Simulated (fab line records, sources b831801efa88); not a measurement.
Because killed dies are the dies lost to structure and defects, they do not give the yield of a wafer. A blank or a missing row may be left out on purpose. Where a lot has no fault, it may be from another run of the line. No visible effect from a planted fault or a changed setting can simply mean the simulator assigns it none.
fab line records + flow sky130
record
- lots=6
- wafers=18
- last-day=50
route steps=708 shown POLY_GATE@229 LDD_N@237
lots that met no fault: taken from a fault-free run of the same line
start-h: hours from the record's opening day to when the first of the lot's shown wafers began + wait-h: hours elapsed since this lot's preceding step + " unchanged from the row above + L1.1+2: a row that stands for several wafers + - no value, or no start was given + * or withheld: withheld + < > ~ a bound
route shown NAME@n: names a module that has steps shown in the file, with the first one's number in the route + usual: the fault-free wafers' mean and standard deviation + same: alike in all rows + chamber/n: place in a boat + sites: the reading at each site + _std_site: how widely they spread, as a standard deviation + _edge_site: the outer-site mean with the inner-site mean subtracted + radius-mm: for every site, how far away it sits from the centre of the wafer + mask NAME#n: copy n + behind: the most recent tool/chamber to have shaped the wafer + hold: why the lot was held/for how many hours/how that ended + device: the n, p or np transistor that did not switch + end of line: the same wafers' tests at the end of the route + a step without rows: its recipe alone + killed: not the wafer's yield, but the dies lost to structure and defects at the first sort + map: dies across one wafer; x = killed, . = not, _ = none there
set.NAME: the setting that was run; set.NAME@STEP: the one run at that earlier step + model.NAME: the simulator's own value behind a step, which no gauge read
lots at selected steps of the route; one table per step, one row per wafer
services: the hour from which a tool's chamber was out of use, counted from the record's first day as start-h (under 0 if before that day), plus the number of hours and why
## steps
# step SKY_POLY_GATE_ETCH_15
# recipe
- chemistry=N2/H2
- target=BARC
- ion-energy-ev=200
- source-w=500
- bias-w=100
- pressure-mtorr=30
- n2-flow-sccm=100
- h2-flow-sccm=200
- stop-on=SiO2
- time-s=118.5
- target-depth-a=1100
# usual
- drypump-motor-current-A=5.4/0.32
- n2-flow-sccm=99.9/0.31
- oes-product-au=0.716/0.0048
- throttle-valve-pct=13.214/0.0095
| lot.wafer | tool        | chamber | start-h | wait-h | drypump-motor-current-A | n2-flow-sccm | oes-product-au | rf-hours-counter-h | throttle-valve-pct |
|-----------|-------------|---------|---------|--------|-------------------------|--------------|----------------|--------------------|--------------------|
| L253.2    | rie-diel-04 | 2       | 447.46  | 0.0    | 5.0                     | 99.9         | 0.717          | 7                  | 13.218             |
| L253.5    | "           | 2       | "       | "      | 5.0                     | 99.6         | 0.715          | -                  | 13.202             |
| L253.6    | "           | 1       | "       | "      | 5.5                     | 99.9         | 0.717          | -                  | 13.215             |
| L255.1    | rie-diel-02 | 3       | 448.02  | 0.0    | 5.5                     | 100.0        | 0.720          | 10                 | 13.216             |
| L255.3    | "           | 1       | "       | "      | 5.7                     | 100.2        | 0.714          | 4                  | 13.227             |
| L255.4    | "           | 0       | "       | "      | 5.4                     | 100.7        | 0.721          | 11                 | 13.200             |
| L258.1    | rie-diel-04 | 1       | 473.73  | 0.0    | 5.4                     | 100.0        | 0.724          | 3                  | 13.211             |
| L258.2    | "           | 3       | "       | "      | 5.9                     | 100.3        | 0.717          | 5                  | 13.229             |
| L258.3    | "           | 2       | "       | "      | 5.0                     | 99.6         | 0.720          | 8                  | 13.226             |
| L264.2    | rie-diel-04 | 0       | 542.66  | 0.0    | 4.8                     | 100.1        | 0.720          | 46                 | 13.208             |
| L264.4    | "           | 3       | "       | "      | 5.9                     | 99.5         | 0.720          | 6                  | 13.202             |
| L264.6    | "           | 2       | "       | "      | 5.0                     | 100.6        | 0.717          | -                  | 13.212             |
| L263.2    | rie-diel-02 | 0       | 542.67  | 0.0    | 5.4                     | 100.4        | 0.716          | 12                 | 13.207             |
| L263.3    | "           | 1       | "       | "      | 5.6                     | 99.5         | 0.718          | 6                  | 13.209             |
| L263.4    | "           | 3       | "       | "      | 5.5                     | 99.8         | 0.724          | 11                 | 13.205             |
| L268.1    | rie-diel-04 | 0       | 573.11  | 0.0    | 4.8                     | 99.9         | 0.719          | 46                 | 13.222             |
| L268.2    | "           | 3       | "       | "      | 5.9                     | 100.3        | 0.713          | 7                  | 13.230             |
| L268.6    | "           | 2       | "       | "      | 5.0                     | 99.7         | 0.709          | -                  | 13.220             |
# step SKY_POLY_GATE_ETCH_16
# recipe
- stop-on=poly-Si
- chemistry=CH3F/O2
- target=Si3N4
- source-w=400
- bias-w=80
- pressure-mtorr=25
- ch3f-flow-sccm=40
- O2_flow_sccm=30
- time-s=147.5
- target-depth-a=750
# usual
- drypump-motor-current-A=5.4/0.32
- oes-product-au=0.642/0.0044
- throttle-valve-pct=10.536/0.009
| lot.wafer | tool        | chamber | start-h | wait-h | drypump-motor-current-A | oes-product-au | rf-hours-counter-h | throttle-valve-pct |
|-----------|-------------|---------|---------|--------|-------------------------|----------------|--------------------|--------------------|
| L253.2    | rie-diel-04 | 2       | 447.55  | 0.0    | 5.0                     | 0.642          | 7                  | 10.533             |
| L253.5    | "           | 2       | "       | "      | 5.0                     | 0.649          | -                  | 10.528             |
| L253.6    | "           | 1       | "       | "      | 5.4                     | 0.651          | -                  | 10.535             |
| L255.1    | rie-diel-02 | 3       | 448.10  | 0.0    | 5.5                     | 0.634          | 10                 | 10.523             |
| L255.3    | "           | 1       | "       | "      | 5.6                     | 0.639          | 4                  | 10.533             |
| L255.4    | "           | 0       | "       | "      | 5.4                     | 0.642          | 11                 | 10.534             |
| L258.1    | rie-diel-04 | 1       | 473.81  | 0.0    | 5.5                     | 0.645          | 3                  | 10.534             |
| L258.2    | "           | 3       | "       | "      | 5.9                     | 0.639          | 5                  | 10.535             |
| L258.3    | "           | 2       | "       | "      | 5.0                     | 0.642          | 8                  | 10.536             |
| L264.2    | rie-diel-04 | 0       | 542.75  | 0.0    | 4.8                     | 0.648          | 46                 | 10.539             |
| L264.4    | "           | 3       | "       | "      | 5.9                     | 0.646          | 6                  | 10.513             |
| L264.6    | "           | 2       | "       | "      | 5.0                     | 0.645          | -                  | 10.529             |
| L263.2    | rie-diel-02 | 0       | 542.75  | 0.0    | 5.4                     | 0.632          | 12                 | 10.528             |
| L263.3    | "           | 1       | "       | "      | 5.7                     | 0.639          | 6                  | 10.533             |
| L263.4    | "           | 3       | "       | "      | 5.5                     | 0.645          | 11                 | 10.542             |
| L268.1    | rie-diel-04 | 0       | 573.20  | 0.0    | 4.8                     | 0.645          | 46                 | 10.527             |
| L268.2    | "           | 3       | "       | "      | 5.9                     | 0.643          | 7                  | 10.541             |
| L268.6    | "           | 2       | "       | "      | 5.0                     | 0.637          | -                  | 10.543             |
# step SKY_POLY_GATE_ETCH_17
# recipe
- target-depth-nm=180
- stop-on=SiO2
- over-etch-frac=0.56667
- chemistry=HBr/Cl2
- target=poly-Si
- icp-w=393.3
- bias-w=100
- pressure-mtorr=10
- HBr_flow_sccm=150
- Cl2_flow_sccm=50
- time-s=70.5
# usual
- drypump-motor-current-A=5.5/0.33
- oes-product-au=0.981/0.0074
- throttle-valve-pct=33.683/0.0093
| lot.wafer | tool      | chamber | start-h | wait-h | drypump-motor-current-A | oes-product-au | rf-hours-counter-h | throttle-valve-pct |
|-----------|-----------|---------|---------|--------|-------------------------|----------------|--------------------|--------------------|
| L253.2    | rie-si-01 | 3       | 447.65  | 0.0    | 5.4                     | 0.990          | 1                  | 33.688             |
| L253.5    | "         | 3       | "       | "      | 5.4                     | 0.988          | -                  | 33.680             |
| L253.6    | "         | 2       | "       | "      | 5.8                     | 0.975          | -                  | 33.678             |
| L255.1    | rie-si-02 | 2       | 448.20  | 0.0    | 5.1                     | 0.980          | 2                  | 33.673             |
| L255.3    | "         | 1       | "       | "      | 5.0                     | 0.988          | 1                  | 33.686             |
| L255.4    | "         | 0       | "       | "      | 5.7                     | 0.976          | 15                 | 33.669             |
| L258.1    | rie-si-01 | 0       | 473.91  | 0.0    | 5.5                     | 0.982          | 6                  | 33.685             |
| L258.2    | "         | 1       | "       | "      | 6.0                     | 0.980          | 0                  | 33.683             |
| L258.3    | "         | 3       | "       | "      | 5.4                     | 0.989          | 2                  | 33.684             |
| L264.2    | rie-si-01 | 3       | 542.85  | 0.0    | 5.4                     | 0.987          | 2                  | 33.675             |
| L264.4    | "         | 1       | "       | "      | 6.0                     | 0.989          | 0                  | 33.664             |
| L264.6    | "         | 2       | "       | "      | 5.8                     | 0.989          | -                  | 33.692             |
| L263.2    | rie-si-02 | 0       | 542.85  | 0.0    | 5.8                     | 0.980          | 15                 | 33.685             |
| L263.3    | "         | 2       | "       | "      | 5.1                     | 0.982          | 3                  | 33.678             |
| L263.4    | "         | 3       | "       | "      | 5.3                     | 0.985          | 4                  | 33.691             |
| L268.1    | rie-si-01 | 0       | 573.30  | 0.0    | 5.5                     | 0.976          | 7                  | 33.682             |
| L268.2    | "         | 2       | "       | "      | 5.8                     | 0.977          | 0                  | 33.688             |
| L268.6    | "         | 0       | "       | "      | 5.4                     | 0.975          | -                  | 33.686             |
# step SKY_POLY_GATE_STRIP_18
# recipe
- chemistry=O2/N2
- power-w=1400
- pressure-mtorr=1500
- platen-temp-c=withheld
- o2-flow-sccm=3000
- n2-flow-sccm=300
- overash-fraction=0.5
# usual
- drypump-motor-current-A=5.72/0.24
- n2-flow-sccm=300.0/0.82
- oes-product-au=0.361/0.0049
- strip-time-to-endpoint-s=3.17/0.031
| lot.wafer | tool            | chamber | start-h | wait-h | drypump-motor-current-A | n2-flow-sccm | oes-product-au | rf-hours-counter-h | strip-time-to-endpoint-s |
|-----------|-----------------|---------|---------|--------|-------------------------|--------------|----------------|--------------------|--------------------------|
| L253.2    | plasma-asher-04 | 0       | 447.70  | 0.0    | 5.86                    | 299.1        | 0.357          | 72                 | 3.16                     |
| L253.5    | "               | 1       | "       | "      | 5.82                    | 299.2        | 0.356          | -                  | 3.14                     |
| L253.6    | "               | 0       | "       | "      | 5.85                    | 300.0        | 0.359          | -                  | 3.19                     |
| L255.1    | plasma-asher-04 | 1       | 448.26  | 0.0    | 5.82                    | 299.2        | 0.367          | 72                 | 3.17                     |
| L255.3    | "               | 1       | "       | "      | 5.82                    | 300.0        | 0.360          | -                  | 3.13                     |
| L255.4    | "               | 0       | "       | "      | 5.84                    | 301.3        | 0.360          | -                  | 3.12                     |
| L258.1    | plasma-asher-01 | 1       | 473.97  | 0.0    | 5.87                    | 300.1        | 0.364          | 68                 | 3.21                     |
| L258.2    | "               | 0       | "       | "      | 5.46                    | 301.6        | 0.361          | 68                 | 3.22                     |
| L258.3    | "               | 0       | "       | "      | 5.47                    | 300.9        | 0.357          | -                  | 3.21                     |
| L264.2    | plasma-asher-02 | 1       | 542.90  | 0.0    | 5.01                    | 299.6        | 0.366          | 11                 | 3.22                     |
| L264.4    | "               | 1       | "       | "      | 5.02                    | 299.5        | 0.358          | -                  | 3.21                     |
| L264.6    | "               | 0       | "       | "      | 5.96                    | 299.0        | 0.363          | -                  | 3.19                     |
| L263.2    | plasma-asher-01 | 0       | 542.90  | 0.0    | 5.46                    | 298.9        | 0.362          | 74                 | 3.17                     |
| L263.3    | "               | 0       | "       | "      | 5.49                    | 299.3        | 0.362          | -                  | 3.20                     |
| L263.4    | "               | 1       | "       | "      | 5.87                    | 299.4        | 0.353          | -                  | 3.18                     |
| L268.1    | plasma-asher-04 | 1       | 573.35  | 0.0    | 5.82                    | 300.9        | 0.359          | 84                 | 3.14                     |
| L268.2    | "               | 0       | "       | "      | 5.84                    | 300.4        | 0.363          | 84                 | 3.14                     |
| L268.6    | "               | 0       | "       | "      | 5.82                    | 300.7        | 0.368          | -                  | 3.17                     |
# step SKY_POLY_GATE_CLEAN_19
# recipe
- chemistry=SC1/SC2
- mix=1:4:20
- temp-c=70
- time-s=150
- dry=n2-spin
# step SKY_POLY_GATE_OXIDATION_20
# recipe
- temp-c=850
- ambient=O2
- stabilise-s=600
- purge-s=300
- target-thk-a=40
- ox-time-s=899
# step SKY_POLY_GATE_THK_MEAS_21
# recipe
- reads=SiO2_of_POLY_GATE_OXIDATION_20
# usual
- POLY_GATE_OXIDATION_THK=4.00/0.075
| lot.wafer | tool          | chamber | start-h | wait-h | POLY_GATE_OXIDATION_THK[nm] |
|-----------|---------------|---------|---------|--------|-----------------------------|
| L253.2    | film-metro-04 | -       | 449.63  | 0.0    | 3.90                        |
| L253.5    | "             | -       | "       | "      | 3.95                        |
| L253.6    | "             | -       | "       | "      | 3.99                        |
| L255.1    | film-metro-03 | -       | 452.37  | 0.0    | 4.03                        |
| L255.3    | "             | -       | "       | "      | 3.95                        |
| L255.4    | "             | -       | "       | "      | 4.01                        |
| L258.1    | film-metro-04 | -       | 480.38  | 0.0    | 3.99                        |
| L258.2    | "             | -       | "       | "      | 3.95                        |
| L258.3    | "             | -       | "       | "      | 3.98                        |
| L263.2    | film-metro-02 | -       | 544.93  | 0.0    | 3.84                        |
| L263.3    | "             | -       | "       | "      | 3.86                        |
| L263.4    | "             | -       | "       | "      | 3.90                        |
| L264.2    | film-metro-03 | -       | 544.93  | 0.0    | 3.88                        |
| L264.4    | "             | -       | "       | "      | 4.03                        |
| L264.6    | "             | -       | "       | "      | 3.88                        |
| L268.1    | film-metro-03 | -       | 574.75  | 0.0    | 4.06                        |
| L268.2    | "             | -       | "       | "      | 4.14                        |
| L268.6    | "             | -       | "       | "      | 4.04                        |
# step SKY_POLY_GATE_CD_MEAS_22
# usual
- cd-nm=149.9/1.9
| lot.wafer | tool      | chamber | start-h | wait-h | cd-nm |
|-----------|-----------|---------|---------|--------|-------|
| L253.2    | cd-sem-01 | -       | 449.88  | 0.2    | 150.5 |
| L253.5    | "         | -       | "       | "      | 149.3 |
| L253.6    | "         | -       | "       | "      | 149.7 |
| L255.1    | cd-sem-01 | -       | 452.43  | 0.1    | 148.1 |
| L255.3    | "         | -       | "       | "      | 148.5 |
| L255.4    | "         | -       | "       | "      | 147.2 |
| L258.1    | cd-sem-01 | -       | 480.44  | 0.1    | 150.0 |
| L258.2    | "         | -       | "       | "      | 149.4 |
| L258.3    | "         | -       | "       | "      | 151.8 |
| L263.2    | cd-sem-01 | -       | 545.00  | 0.1    | 149.6 |
| L263.3    | "         | -       | "       | "      | 149.9 |
| L263.4    | "         | -       | "       | "      | 149.1 |
| L264.2    | cd-sem-02 | -       | 545.00  | 0.1    | 149.3 |
| L264.4    | "         | -       | "       | "      | 147.4 |
| L264.6    | "         | -       | "       | "      | 149.5 |
| L268.1    | cd-sem-02 | -       | 574.81  | 0.1    | 150.8 |
| L268.2    | "         | -       | "       | "      | 144.9 |
| L268.6    | "         | -       | "       | "      | 145.9 |
# step SKY_LDD_N_DEHYDRATE_00
# recipe
- temp-c=200
- time-s=60
# step SKY_LDD_N_HMDS_01
# recipe
- prime-time-s=60
- prime-temp-c=120
# step SKY_LDD_N_COAT_02
# recipe
- resist=NOVOLAK
- spin-rpm=3000
- resist-thk-nm=300
# step SKY_LDD_N_SOFTBAKE_03
# recipe
- temp-c=90
- time-s=60
- resist=NOVOLAK
# step SKY_LDD_N_EXPOSE_04
# recipe
- mask-id=NTM
- target-cd-nm=840
- na=0.6
- source-shape=conventional
- sigma-outer=0.6
- dose-mj=110
# usual
- exposure-dose-mJ-cm2=110.00/0.11
- focus-offset-nm=0.0/0.53
| lot.wafer | tool             | chamber | start-h | wait-h | mask  | exposure-dose-mJ-cm2 | focus-offset-nm |
|-----------|------------------|---------|---------|--------|-------|----------------------|-----------------|
| L253.2    | iline-stepper-01 | -       | 465.41  | -      | NTM#0 | -                    | -               |
| L253.5    | "                | -       | "       | "      | NTM#0 | -                    | -               |
| L253.6    | "                | -       | "       | "      | NTM#0 | -                    | -               |
| L255.1    | iline-stepper-01 | -       | 467.96  | -      | NTM#0 | -                    | -               |
| L255.3    | "                | -       | "       | "      | NTM#0 | -                    | -               |
| L255.4    | "                | -       | "       | "      | NTM#0 | -                    | -               |
| L258.1    | iline-stepper-02 | 0       | 495.59  | -      | NTM#0 | 110.10               | -0.6            |
| L258.2    | "                | 0       | "       | "      | NTM#0 | 109.87               | -0.4            |
| L258.3    | "                | 0       | "       | "      | NTM#0 | 109.94               | 0.3             |
| L263.2    | iline-stepper-01 | 0       | 561.01  | -      | NTM#0 | 110.07               | 0.2             |
| L263.3    | "                | 0       | "       | "      | NTM#0 | 110.12               | -0.6            |
| L263.4    | "                | 0       | "       | "      | NTM#0 | 110.02               | -0.3            |
| L264.2    | iline-stepper-02 | 0       | 561.25  | -      | NTM#0 | 109.86               | -0.8            |
| L264.4    | "                | 0       | "       | "      | NTM#0 | 109.96               | 0.1             |
| L264.6    | "                | 0       | "       | "      | NTM#0 | 109.95               | 0.2             |
| L268.1    | iline-stepper-02 | 0       | 589.35  | -      | NTM#0 | 110.06               | -0.4            |
| L268.2    | "                | 0       | "       | "      | NTM#0 | 110.18               | -0.7            |
| L268.6    | "                | 0       | "       | "      | NTM#0 | 109.99               | -0.2            |
# step SKY_LDD_N_PEB_05
# recipe
- temp-c=withheld
- time-s=*
- resist=NOVOLAK
## services
| tool             | chamber | start-h | hours | kind           |
|------------------|---------|---------|-------|----------------|
| plasma-asher-02  | 0       | 430.25  | -     | clean          |
| plasma-asher-02  | 1       | 430.25  | -     | clean          |
| rie-diel-04      | -       | 430.67  | 0.1   | repair         |
| rie-si-01        | -       | 435.37  | 0.2   | repair         |
| rie-si-02        | -       | 455.58  | 0.2   | repair         |
| rie-diel-02      | -       | 456.42  | 2.8   | pm             |
| plasma-asher-01  | -       | 460.53  | 2.8   | pm             |
| rie-si-01        | 2       | 468.92  | -     | clean          |
| rie-si-01        | 2       | 468.92  | 15.6  | scheduled-down |
| rie-si-01        | 2       | 468.92  | 15.6  | vent-cycle     |
| rie-diel-02      | 0       | 481.44  | 2.2   | repair         |
| iline-stepper-02 | -       | 504.15  | 0.7   | repair         |
| iline-stepper-01 | 0       | 517.67  | -     | calibration    |
| plasma-asher-02  | -       | 532.47  | 2.0   | repair         |
| rie-diel-02      | -       | 534.48  | 0.6   | repair         |
| iline-stepper-02 | 0       | 569.77  | -     | calibration    |
## key
first-sign
- step=SKY_LDD_N_EXPOSE_04
- reading=tool-record
- direction=missing
effect none on later readings
met-at SKY_LDD_N_EXPOSE_04
struck-wafers L253.2,L253.5,L253.6,L255.1,L255.3,L255.4
sort-left-out L253.2,L253.5,L253.6,L255.1,L255.3,L255.4
tester-left-out L253,L255
fault
- kind=skipped-step-whole
- tool=iline-stepper-01
- chamber=-
- onset-h=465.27
- steps=SKY_LDD_N_EXPOSE_04
- scope=struck-lots-only
# tester-left-out: of these lots the tester's yield and bins aren't shown, on N5 and GAA mostly nor the transistor test; their killed dies are dies lost to structure and defects alone, not to doping, threshold or leakage, so they don't give the yield
# sort-left-out: the simulated sort isn't trusted on such a fault, so these wafers' sort isn't shown, and their yield isn't known
